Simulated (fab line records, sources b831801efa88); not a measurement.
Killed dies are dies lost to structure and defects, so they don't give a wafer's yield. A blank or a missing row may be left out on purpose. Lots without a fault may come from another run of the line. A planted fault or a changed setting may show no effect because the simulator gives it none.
A struck lot beside a sound one | flow gf180mcu | 14 steps out of a route of 602
Sound: wafers L670.2, L670.5, L670.6. Struck: wafer L678.5. (L678.2, L678.6 of the same lot were not struck and are left out.) The cause comes at the end.
At each step with rows: each side's tool, then ch and its chambers, then its first start. Under that, the readings that differ: sound wafers | struck wafers | difference of the means | sigmas: that difference in standard deviations of wafers without a fault.
alike: readings whose means differ by less than 2 such deviations, and words and numbers that are the same on both sides. not compared: withheld readings, readings that some wafer has no value for, bounds like >300 that may hide the same value, and numbers for which the record gives no deviation and whose values overlap.
The two part at a step that has a row with sigmas, a row that says differs or no value, or rows on one side only. Numbers that don't overlap but have no deviation are shown without sigmas and don't part them. A reading that every wafer of one side lacks parts them only if that side has two wafers or more.

first, 5 steps without rows for these wafers: GF_CONTACT_ETCH_17 (etches SiO2 in C4F8/O2/Ar, stops on CoSi2, target depth 860 nm); GF_CONTACT_STRIP_18 (strips in O2/N2); GF_CONTACT_CLEAN_19 (cleans in SPM); GF_CONTACT_CLEAN_20 (cleans in DIW); GF_CONTACT_CLEAN_21 (cleans in dHF, time 20 s).
GF_CONTACT_SPUTTER_22: material Ti, target thk 15 nm, time 80.02 s.
  sound on pvd_sputter-03, day 16 17:24; struck on pvd_sputter-03, day 19 21:17
  alike: chamber_pressure_pa, throttle_valve_pct
GF_CONTACT_SPUTTER_23: material TiN, target thk 10 nm, time 40 s.
  sound on pvd_sputter-03, day 16 17:28; struck on pvd_sputter-03, day 19 21:22
  alike: chamber_pressure_pa, throttle_valve_pct
GF_CONTACT_CVD_24: deposits W, target thk 300 nm, time 90.339 s.
  sound on cvd_w-01 ch 0,1, day 16 17:30; struck on cvd_w-01 ch 1, day 19 21:23
  alike: heater_power_w
GF_CONTACT_RS_MEAS_25: measures by four-point-probe.
  sound on film_metro-03, day 16 17:37; struck on film_metro-02, day 19 21:31
  alike: CONTACT_W_RS
GF_CONTACT_THK_MEAS_26: measures by xrf.
  sound on film_metro-03, day 16 17:44; struck on film_metro-02, day 19 21:38
  reading            | sound       | struck | difference | sigmas
  CONTACT_W_THK (nm) | 294 297 294 | 304    | +9         | +3
GF_CONTACT_CMP_27: polishes, stops on SiO2, t overpolish 15 s, target thk 0 nm.
  sound on cmp-01 ch 0,1,3, day 16 17:56; struck on cmp-01 ch 2, day 19 21:50
  alike: motor_current_A, overpolish_run_s, slurry_filter_dp_kPa, time_to_endpoint_s
then, 1 step without rows for these wafers: GF_M1_SPUTTER_00 (material Ti, target thk 37.5 nm, time 150 s).
GF_M1_SPUTTER_01: material TiN, target thk 30 nm, time 25 s.
  sound on pvd_sputter-01, day 16 18:11; struck on pvd_sputter-01, day 19 22:05
  reading                                | sound                | struck | difference | sigmas
  chamber_pressure_pa (Pa)               | 0.3992 0.3991 0.3992 | 0.4017 | +0.0025    | +3
  model.TiN_of_M1_SPUTTER_01.thk_nm (nm) | 29.56 29.46 29.39    | 23.97  | -5.50      |
  alike: throttle_valve_pct
GF_M1_SPUTTER_02: material AlCu, target thk 450 nm, time 23.9 s.
  sound on pvd_sputter-01, day 16 18:13; struck on pvd_sputter-01, day 19 22:07
  alike: chamber_pressure_pa, throttle_valve_pct

WHERE THEY PART
First at GF_CONTACT_THK_MEAS_26; last, within this record, at GF_M1_SPUTTER_01. Later steps at which nothing parts them and some readings are alike: GF_M1_SPUTTER_02.

WHY: what the simulator had put in
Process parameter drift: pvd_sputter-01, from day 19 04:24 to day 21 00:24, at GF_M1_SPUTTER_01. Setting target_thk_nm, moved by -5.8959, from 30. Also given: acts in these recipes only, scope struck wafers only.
